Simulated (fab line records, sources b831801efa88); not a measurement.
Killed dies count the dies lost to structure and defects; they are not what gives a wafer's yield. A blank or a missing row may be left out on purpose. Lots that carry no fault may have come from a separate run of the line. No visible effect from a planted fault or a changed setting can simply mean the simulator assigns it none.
Struck lot and sound lot, side by side / flow gf180mcu / 16 steps out of a route of 602
Sound: wafers L490.2, L490.3, L490.4. Wafers struck: L500.2, L500.3, L500.4. The cause comes at the end.
Order at every step that has rows: each side's tool, ch and its chambers, its first start. Under that, the readings that differ: sound wafers / struck wafers / difference of the means / sigmas: that difference in standard deviations of wafers without a fault.
alike: readings with means less than 2 such deviations apart, plus words and numbers identical on both sides. not compared: withheld readings, readings lacking a value on some wafer, bounds such as >300 that could conceal the same value, and numbers that have no deviation in the record and whose values overlap.
The two part at a step that has a row with sigmas, a row that says differs or no value, or rows on one side only. Numbers that don't overlap but have no deviation are shown without sigmas and don't part them. A reading that every wafer of one side lacks parts them only if that side has two wafers or more.

first, 6 steps without rows for these wafers: GF_TOP_METAL_HMDS_08 (prime time 60 s); GF_TOP_METAL_COAT_09 (resist thk 1500 nm); GF_TOP_METAL_SOFTBAKE_10 (time 60 s); GF_TOP_METAL_EXPOSE_11 (exposes mask MetalTop, target cd 440 nm); GF_TOP_METAL_PEB_12; GF_TOP_METAL_DEVELOP_13 (develop time 60 s).
GF_TOP_METAL_CD_MEAS_14: the cd target is 440 nm.
  struck on cd sem-01, day 32 23:07; sound on cd sem-01, day 30 14:16
  alike: cd nm
GF_TOP_METAL_OVL_MEAS_15:
  struck on overlay-02, day 32 23:14; sound on overlay-01, day 30 14:23
  alike: TOP_METAL_OVL
GF_TOP_METAL_METAL_ETCH_16: etches the open film in Cl2/BCl3, stops on SiO2, target depth 1197 nm, time 199.5 s.
  sound on rie metal-03 ch 0,1, day 30 14:25; struck on rie metal-01 ch 0,1, day 32 23:16
  alike: drypump motor current A, oes product au, throttle valve pct
  not compared: rf hours counter h
GF_TOP_METAL_STRIP_17: strips in O2/N2.
  sound on plasma asher-03 ch 0,1, day 30 14:36; struck on plasma asher-03 ch 0,1, day 32 23:27
  alike: drypump motor current A, heater power w, oes product au, strip time to endpoint s
  not compared: rf hours counter h
then, 2 steps without rows for these wafers: GF_TOP_METAL_STRIP_18 (strips in post etch residue remover, time 1200 s); GF_TOP_METAL_CLEAN_19 (cleans in DIW).
GF_PASSIVATION_CVD_00: deposits SiO2 from TEOS, target thk 1000 nm, time 111.95 s.
  sound on pecvd-01 ch 0,2, day 30 15:10; struck on pecvd-04 ch 0,2, day 33 00:01
reading=rf fwd power W (W); sound=597.0 598.8 597.1; struck=499.6 501.8 504.8; difference=-95.6; sigmas=-40
reading=model.SiO2_of_PASSIVATION_CVD_00.thk nm (nm); sound=990.6 1009 1014; struck=912.1 894.9 917.8; difference=-96.3; sigmas=
  alike: heater power w
GF_PASSIVATION_THK_MEAS_01:
  struck on film metro-03, day 33 00:20; sound on film metro-03, day 30 15:16
reading=PASSIVATION_CVD_00_THK (nm); sound=990 1009 1014; struck=912 895 918; difference=-96; sigmas=-7
  not compared: hold
GF_PASSIVATION_CVD_02: deposits Si3N4, target thk 700 nm, time 486.18 s.
  sound on pecvd-04 ch 0,1,2, day 30 15:19; struck on pecvd-02 ch 0,2, day 33 04:17
reading=hold; sound=- - -; struck=await dispo/3.9h/release await dispo/3.9h/release await dispo/3.9h/release; difference=no value on the sound wafers; sigmas=
  alike: heater power w, rf fwd power W
GF_PASSIVATION_PROBE_99:
  record: rows for the struck wafers here (prober-01, day 33 17:49), none for the sound ones

WHERE THEY PART
Last at GF_PASSIVATION_PROBE_99 as far as this record goes, first at GF_PASSIVATION_CVD_00.

WHY: what had been put in by the simulator
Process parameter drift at GF_PASSIVATION_CVD_00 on pecvd-04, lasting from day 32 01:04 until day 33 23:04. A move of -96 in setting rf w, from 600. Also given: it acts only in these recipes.
